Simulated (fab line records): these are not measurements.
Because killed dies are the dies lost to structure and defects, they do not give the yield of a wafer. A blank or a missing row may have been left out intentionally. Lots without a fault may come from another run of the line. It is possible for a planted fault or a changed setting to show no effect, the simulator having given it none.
Which of the tools did it? + flow gf180mcu + 72 wafers from 24 lots sampled at 5 of the route's 602 steps

WHAT THE GAUGES READ, wafer by wafer
GF_M4_RS_MEAS_05: measures by four-point-probe. Usual: M4_ALCU_RS gives 0.0723 ohm/sq (standard deviation 0.00091).
| lot  | measured     | on            | M4_ALCU_RS (ohm/sq)  | flag |
|------|--------------|---------------|----------------------|------|
| L074 | day 22 05:18 | film_metro-03 | 0.0702 0.0712 0.0713 |      |
| L075 | day 22 12:10 | film_metro-03 | 0.0720 0.0731 0.0727 |      |
| L076 | day 22 22:12 | film_metro-04 | 0.0712 0.0708 0.0713 |      |
| L077 | day 23 07:35 | film_metro-04 | 0.0734 0.0730 0.0728 |      |
| L078 | day 23 23:19 | film_metro-04 | 0.0753 0.0743 0.0745 |      |
| L079 | day 24 06:32 | film_metro-01 | 0.0724 0.0725 0.0729 |      |
| L080 | day 24 14:11 | film_metro-03 | 0.0727 0.0725 0.0720 |      |
| L081 | day 25 01:49 | film_metro-01 | 0.0725 0.0723 0.0720 |      |
| L082 | day 25 05:43 | film_metro-04 | 0.0710 0.0716 0.0711 |      |
| L083 | day 25 12:02 | film_metro-01 | 0.0726 0.0729 0.0726 |      |
| L084 | day 26 00:05 | film_metro-01 | 0.0723 0.0734 0.0724 |      |
| L085 | day 26 08:40 | film_metro-01 | 0.0733 0.0738 0.0733 |      |
| L086 | day 26 13:35 | film_metro-01 | 0.0718 0.0717 0.0703 |      |
| L087 | day 26 21:20 | film_metro-04 | 0.0715 0.0724 0.0716 |      |
| L088 | day 27 06:14 | film_metro-03 | 0.0724 0.0737 0.0737 |      |
| L090 | day 27 21:56 | film_metro-03 | 0.0713 0.0710 0.0718 |      |
| L089 | day 27 23:11 | film_metro-01 | 0.0723 0.0731 0.0732 |      |
| L091 | day 28 10:32 | film_metro-01 | 0.0725 0.0719 0.0719 |      |
| L092 | day 28 12:12 | film_metro-01 | 0.0731 0.0727 0.0727 |      |
| L093 | day 28 19:02 | film_metro-04 | 0.0726 0.0722 0.0720 |      |
| L094 | day 29 02:05 | film_metro-03 | 0.0728 0.0733 0.0724 |      |
| L095 | day 29 02:22 | film_metro-04 | 0.0714 0.0720 0.0713 |      |
| L096 | day 29 13:57 | film_metro-03 | 0.0727 0.0718 0.0718 |      |
| L097 | day 29 16:04 | film_metro-01 | 0.0723 0.0723 0.0726 |      |

TOOL THAT RAN EACH LOT (tool first, then ch and the chambers of the sampled wafers, then the start)
| lot  | GF_V2_ETCH_16                      | GF_M3_SPUTTER_03             | GF_V3_ETCH_17                                 | GF_V3_SPUTTER_21             |
|------|------------------------------------|------------------------------|-----------------------------------------------|------------------------------|
| L074 | rie_diel-01 ch 0,3, day 20 01:33   | pvd_sputter-01, day 20 03:04 | rie_diel-04 ch 1,3, day 22 04:22 or earlier   | pvd_sputter-02, day 22 04:22 |
| L075 | rie_diel-04 ch 0,2,3, day 20 07:56 | pvd_sputter-01, day 20 09:26 | rie_diel-02 ch 0,2,3, day 22 10:53 or earlier | pvd_sputter-03, day 22 10:53 |
| L076 | rie_diel-04 ch 0,2,3, day 20 19:02 | pvd_sputter-01, day 20 20:32 | rie_diel-02 ch 2,3, day 22 21:16 or earlier   | pvd_sputter-04, day 22 21:16 |
| L077 | rie_diel-01 ch 1, day 21 05:09     | pvd_sputter-01, day 21 06:46 | rie_diel-02 ch 0,3, day 23 06:38 or earlier   | pvd_sputter-02, day 23 06:38 |
| L078 | rie_diel-04 ch 2,3, day 21 20:12   | pvd_sputter-02, day 21 21:47 | rie_diel-02 ch 0,2,3, day 23 22:23 or earlier | pvd_sputter-02, day 23 22:23 |
| L079 | rie_diel-03 ch 1,2,3, day 22 03:59 | pvd_sputter-03, day 22 05:34 | rie_diel-01 ch 0,2,3, day 24 05:38 or earlier | pvd_sputter-03, day 24 05:38 |
| L080 | rie_diel-03 ch 1,3, day 22 11:54   | pvd_sputter-03, day 22 13:27 | rie_diel-04 ch 2,3, day 24 13:16 or earlier   | pvd_sputter-02, day 24 13:16 |
| L081 | rie_diel-03 ch 0,1,2, day 22 19:41 | pvd_sputter-01, day 22 21:12 | rie_diel-02 ch 0,1,2, day 24 21:07 or earlier | pvd_sputter-03, day 24 21:07 |
| L082 | rie_diel-03 ch 0,1,2, day 23 03:47 | pvd_sputter-03, day 23 05:24 | rie_diel-02 ch 0,1,2, day 25 04:48 or earlier | pvd_sputter-02, day 25 04:48 |
| L083 | rie_diel-04 ch 2,3, day 23 11:58   | pvd_sputter-02, day 23 13:29 | rie_diel-01 ch 1,2, day 25 11:07 or earlier   | pvd_sputter-04, day 25 11:07 |
| L084 | rie_diel-04 ch 0,2, day 23 20:56   | pvd_sputter-03, day 23 22:31 | rie_diel-02 ch 1,2,3, day 25 23:08 or earlier | pvd_sputter-04, day 25 23:08 |
| L085 | rie_diel-03 ch 0,1,3, day 24 09:46 | pvd_sputter-02, day 24 11:20 | rie_diel-02 ch 0,3, day 26 07:44 or earlier   | pvd_sputter-04, day 26 07:44 |
| L086 | rie_diel-04 ch 1,2, day 24 14:10   | pvd_sputter-01, day 24 15:45 | rie_diel-04 ch 0,2,3, day 26 12:39 or earlier | pvd_sputter-03, day 26 12:39 |
| L087 | rie_diel-01 ch 0,2,3, day 24 19:10 | pvd_sputter-01, day 25 00:37 | rie_diel-02 ch 1,2, day 26 20:22 or earlier   | pvd_sputter-02, day 26 20:22 |
| L088 | rie_diel-03 ch 2,3, day 25 07:51   | pvd_sputter-01, day 25 09:22 | rie_diel-02 ch 0,2,3, day 27 05:20 or earlier | pvd_sputter-03, day 27 05:20 |
| L090 | rie_diel-03 ch 0,1,2, day 26 00:10 | pvd_sputter-02, day 26 01:46 | rie_diel-02 ch 0,1,2, day 27 21:01 or earlier | pvd_sputter-04, day 27 21:01 |
| L089 | rie_diel-01 ch 2,3, day 26 00:30   | pvd_sputter-01, day 26 02:03 | rie_diel-01 ch 1,2, day 27 22:16 or earlier   | pvd_sputter-02, day 27 22:16 |
| L091 | rie_diel-01 ch 0,1, day 26 12:42   | pvd_sputter-03, day 26 14:15 | rie_diel-02 ch 0,1, day 28 09:36 or earlier   | pvd_sputter-02, day 28 09:36 |
| L092 | rie_diel-03 ch 0,3, day 26 15:14   | pvd_sputter-01, day 26 16:46 | rie_diel-02 ch 1,3, day 28 11:17 or earlier   | pvd_sputter-04, day 28 11:17 |
| L093 | rie_diel-03 ch 1,2,3, day 26 22:30 | pvd_sputter-02, day 27 00:02 | rie_diel-01 ch 1,2,3, day 28 18:01 or earlier | pvd_sputter-04, day 28 18:01 |
| L094 | rie_diel-03 ch 0,1,2, day 27 05:29 | pvd_sputter-03, day 27 07:00 | rie_diel-04 ch 1,2,3, day 29 01:11 or earlier | pvd_sputter-04, day 29 01:11 |
| L095 | rie_diel-01 ch 1,2,3, day 27 05:58 | pvd_sputter-01, day 27 07:30 | rie_diel-01 ch 0,1,2, day 29 01:28 or earlier | pvd_sputter-03, day 29 01:28 |
| L096 | rie_diel-01 ch 0,2, day 27 18:40   | pvd_sputter-03, day 27 20:11 | rie_diel-01 ch 0,1, day 29 13:02 or earlier   | pvd_sputter-02, day 29 13:02 |
| L097 | rie_diel-03 ch 0,2, day 27 21:08   | pvd_sputter-03, day 27 22:40 | rie_diel-04 ch 0,3, day 29 15:10 or earlier   | pvd_sputter-02, day 29 15:10 |
- GF_V2_ETCH_16: etches BARC in N2/H2.
- GF_M3_SPUTTER_03: material Ti, target thk 10 nm, time 6.7 s.
- GF_V3_ETCH_17: etches SiO2 in C4F8/O2/Ar, stops on TiN, target depth 635 nm.
- GF_V3_SPUTTER_21: material Ti, target thk 15 nm, time 80.02 s.

WHAT THE TOOLS THEMSELVES READ (means of the sampled wafers that have a number; where no wafer has one, the mark that the record gives instead)
GF_V2_ETCH_16. Usual: bias_w 99.98 W, standard deviation 0.3; drypump_motor_current_A 5.7 A, standard deviation 0.34; oes_product_au 0.855 a.u., standard deviation 0.0052; throttle_valve_pct 13.225 %, standard deviation 0.0085.
| lot  | tool        | bias_w (W) | drypump_motor_current_A (A) | oes_product_au (a.u.) | throttle_valve_pct (%) | flag |
|------|-------------|------------|-----------------------------|-----------------------|------------------------|------|
| L074 | rie_diel-01 | 99.82      | 6.0                         | 0.860                 | 13.230                 |      |
| L075 | rie_diel-04 | 99.81      | 5.8                         | 0.858                 | 13.219                 |      |
| L076 | rie_diel-04 | 100.28     | 5.7                         | 0.858                 | 13.227                 |      |
| L077 | rie_diel-01 | 100.09     | 5.4                         | 0.860                 | 13.217                 |      |
| L078 | rie_diel-04 | 99.83      | 5.6                         | 0.855                 | 13.226                 |      |
| L079 | rie_diel-03 | 99.71      | 5.6                         | 0.855                 | 13.223                 |      |
| L080 | rie_diel-03 | 100.13     | 5.8                         | 0.851                 | 13.226                 |      |
| L081 | rie_diel-03 | 100.02     | 5.8                         | 0.852                 | 13.235                 |      |
| L082 | rie_diel-03 | 100.18     | 5.8                         | 0.859                 | 13.218                 |      |
| L083 | rie_diel-04 | 100.11     | 5.6                         | 0.855                 | 13.227                 |      |
| L084 | rie_diel-04 | 100.06     | 5.9                         | 0.853                 | 13.229                 |      |
| L085 | rie_diel-03 | 99.92      | 5.9                         | 0.849                 | 13.221                 |      |
| L086 | rie_diel-04 | 100.05     | 6.0                         | 0.851                 | 13.228                 |      |
| L087 | rie_diel-01 | 100.03     | 5.8                         | 0.855                 | 13.228                 |      |
| L088 | rie_diel-03 | 99.89      | 5.4                         | 0.854                 | 13.228                 |      |
| L090 | rie_diel-03 | 99.82      | 5.8                         | 0.855                 | 13.227                 |      |
| L089 | rie_diel-01 | 100.05     | 5.5                         | 0.856                 | 13.228                 |      |
| L091 | rie_diel-01 | 99.37      | 6.0                         | 0.855                 | 13.223                 |      |
| L092 | rie_diel-03 | 99.80      | 5.8                         | 0.855                 | 13.228                 |      |
| L093 | rie_diel-03 | 99.72      | 5.6                         | 0.857                 | 13.222                 |      |
| L094 | rie_diel-03 | 100.07     | 5.8                         | 0.851                 | 13.225                 |      |
| L095 | rie_diel-01 | 99.99      | 5.5                         | 0.857                 | 13.228                 |      |
| L096 | rie_diel-01 | 100.04     | 6.0                         | 0.856                 | 13.224                 |      |
| L097 | rie_diel-03 | 100.09     | 5.5                         | 0.855                 | 13.237                 |      |

GF_M3_SPUTTER_03. Usual: throttle_valve_pct reads 29.9 % (standard deviation 0.92).
| lot  | tool           | throttle_valve_pct (%) | flag |
|------|----------------|------------------------|------|
| L074 | pvd_sputter-01 | 30.2                   |      |
| L075 | pvd_sputter-01 | 30.3                   |      |
| L076 | pvd_sputter-01 | 29.9                   |      |
| L077 | pvd_sputter-01 | 30.2                   |      |
| L078 | pvd_sputter-02 | 30.7                   |      |
| L079 | pvd_sputter-03 | 29.6                   |      |
| L080 | pvd_sputter-03 | 29.0                   |      |
| L081 | pvd_sputter-01 | 30.0                   |      |
| L082 | pvd_sputter-03 | 28.8                   |      |
| L083 | pvd_sputter-02 | 30.4                   |      |
| L084 | pvd_sputter-03 | 29.8                   |      |
| L085 | pvd_sputter-02 | 30.2                   |      |
| L086 | pvd_sputter-01 | 30.2                   |      |
| L087 | pvd_sputter-01 | 30.4                   |      |
| L088 | pvd_sputter-01 | 30.2                   |      |
| L090 | pvd_sputter-02 | 30.4                   |      |
| L089 | pvd_sputter-01 | 30.2                   |      |
| L091 | pvd_sputter-03 | 28.5                   |      |
| L092 | pvd_sputter-01 | 30.0                   |      |
| L093 | pvd_sputter-02 | 29.7                   |      |
| L094 | pvd_sputter-03 | 29.6                   |      |
| L095 | pvd_sputter-01 | 30.0                   |      |
| L096 | pvd_sputter-03 | 29.2                   |      |
| L097 | pvd_sputter-03 | 29.7                   |      |

GF_V3_ETCH_17. Usual: bias_w 1200 W, standard deviation 3.8; oes_product_au 0.856 a.u., standard deviation 0.0045.
| lot  | tool        | bias_w (W) | oes_product_au (a.u.) | flag |
|------|-------------|------------|-----------------------|------|
| L074 | rie_diel-04 | 1203       | 0.856                 |      |
| L075 | rie_diel-02 | 1201       | 0.858                 |      |
| L076 | rie_diel-02 | 1199       | 0.861                 |      |
| L077 | rie_diel-02 | 1203       | 0.857                 |      |
| L078 | rie_diel-02 | 1200       | 0.852                 |      |
| L079 | rie_diel-01 | 1199       | 0.857                 |      |
| L080 | rie_diel-04 | 1203       | 0.855                 |      |
| L081 | rie_diel-02 | 1197       | 0.855                 |      |
| L082 | rie_diel-02 | 1205       | 0.855                 |      |
| L083 | rie_diel-01 | 1199       | 0.854                 |      |
| L084 | rie_diel-02 | 1202       | 0.861                 |      |
| L085 | rie_diel-02 | 1199       | 0.857                 |      |
| L086 | rie_diel-04 | 1197       | 0.858                 |      |
| L087 | rie_diel-02 | 1196       | 0.856                 |      |
| L088 | rie_diel-02 | 1197       | 0.857                 |      |
| L090 | rie_diel-02 | 1200       | 0.855                 |      |
| L089 | rie_diel-01 | 1202       | 0.859                 |      |
| L091 | rie_diel-02 | 1198       | 0.858                 |      |
| L092 | rie_diel-02 | 1200       | 0.854                 |      |
| L093 | rie_diel-01 | 1200       | 0.859                 |      |
| L094 | rie_diel-04 | 1200       | 0.859                 |      |
| L095 | rie_diel-01 | 1200       | 0.856                 |      |
| L096 | rie_diel-01 | 1199       | 0.857                 |      |
| L097 | rie_diel-04 | 1200       | 0.860                 |      |

GF_V3_SPUTTER_21. Usual: throttle_valve_pct reads 29.7 % (standard deviation 1.1).
| lot  | tool           | throttle_valve_pct (%) | flag |
|------|----------------|------------------------|------|
| L074 | pvd_sputter-02 | 29.9                   |      |
| L075 | pvd_sputter-03 | 29.4                   |      |
| L076 | pvd_sputter-04 | 29.1                   |      |
| L077 | pvd_sputter-02 | 31.6                   |      |
| L078 | pvd_sputter-02 | 29.5                   |      |
| L079 | pvd_sputter-03 | 29.4                   |      |
| L080 | pvd_sputter-02 | 29.7                   |      |
| L081 | pvd_sputter-03 | 29.6                   |      |
| L082 | pvd_sputter-02 | 30.3                   |      |
| L083 | pvd_sputter-04 | 29.5                   |      |
| L084 | pvd_sputter-04 | 29.2                   |      |
| L085 | pvd_sputter-04 | 29.0                   |      |
| L086 | pvd_sputter-03 | 29.4                   |      |
| L087 | pvd_sputter-02 | 31.4                   |      |
| L088 | pvd_sputter-03 | 28.6                   |      |
| L090 | pvd_sputter-04 | 29.4                   |      |
| L089 | pvd_sputter-02 | 29.3                   |      |
| L091 | pvd_sputter-02 | 30.5                   |      |
| L092 | pvd_sputter-04 | 29.2                   |      |
| L093 | pvd_sputter-04 | 29.2                   |      |
| L094 | pvd_sputter-04 | 29.6                   |      |
| L095 | pvd_sputter-03 | 29.6                   |      |
| L096 | pvd_sputter-02 | 30.5                   |      |
| L097 | pvd_sputter-02 | 30.7                   |      |

THE ANSWER, worked out from the rows above alone
Rule: a lot is off if the mean of its wafers that have a number lies more than 3 standard deviations from the usual mean. A lot without any number at a reading at which 4 lots or more have one is off too. Any other lot the step has rows for is counted as sound. The gauges are gone through in route order, then the tools' own readings, and for those a lot's mean is taken as printed above. At the first step where some lot is off, the reading lying furthest off is the one used; lots without a number count as furthest.
None of the lots is off at any reading shown; this tells nothing.

WHAT THE SIMULATOR PUT IN
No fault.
